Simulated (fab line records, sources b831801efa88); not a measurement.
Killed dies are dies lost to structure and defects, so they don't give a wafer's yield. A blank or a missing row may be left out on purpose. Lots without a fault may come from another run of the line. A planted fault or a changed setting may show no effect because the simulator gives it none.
Chamber matching | flow gf180mcu | GF_V1_CMP_26 on cmp-01: 4 sister chambers
The step polishes, stops on SiO2, t overpolish 15 s, target thk 0 nm. 8 wafers are shown with their chamber, then 7 later ones without.

WAFERS WITH THEIR CHAMBER
wafer  | chamber | motor_current_A (A) | time_to_endpoint_s (s)
L268.3 | 1       | 9.7                 | 88
L274.3 | 0       | 9.3                 | 85
L274.5 | 1       | 9.1                 | 89
L274.6 | 2       | 11.1                | 87
L276.3 | 0       | 9.6                 | 88
L276.6 | 2       | 11.4                | 88
L278.2 | 3       | 13.4                | 84
L278.5 | 3       | 12.7                | 82

WAFERS WITHOUT THEIR CHAMBER
wafer  | motor_current_A (A) | time_to_endpoint_s (s)
L278.6 | 9.5                 | 88
L281.2 | 12.6                | 81
L281.3 | 11.2                | 90
L281.6 | 9.1                 | 92
L287.2 | 10.2                | 83
L287.4 | 8.9                 | 88
L287.5 | 9.3                 | 82

WHICH CHAMBER EACH WENT THROUGH
wafer  | from the rows above          | in truth
L278.6 | can't be placed: 1 or 0      | 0
L281.2 | 3                            | 3
L281.3 | 2                            | 2
L281.6 | can't be placed: 1 or 0      | 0
L287.2 | can't be placed: 0 or 2 or 1 | 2
L287.4 | can't be placed: 1 or 0      | 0
L287.5 | can't be placed: 0 or 1      | 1
Placed correctly: 2 of 7. Can't be placed from these rows: 5 (the true chamber is among the candidates in 5). Placed wrongly: 0.
How it was worked out, from the rows above alone: a wafer's distance from a chamber is the root of the sum, over the readings, of the square of ((its reading less the chamber's mean) divided by the reading's scatter). The wafer belongs to the nearest chamber; if the next one is less than 2 further off, it can't be placed. A chamber's mean is the mean of its shown wafers. The scatter: the root of (the sum of the squares of (reading less its chamber's mean) over the shown wafers, divided by (wafers less chambers)).
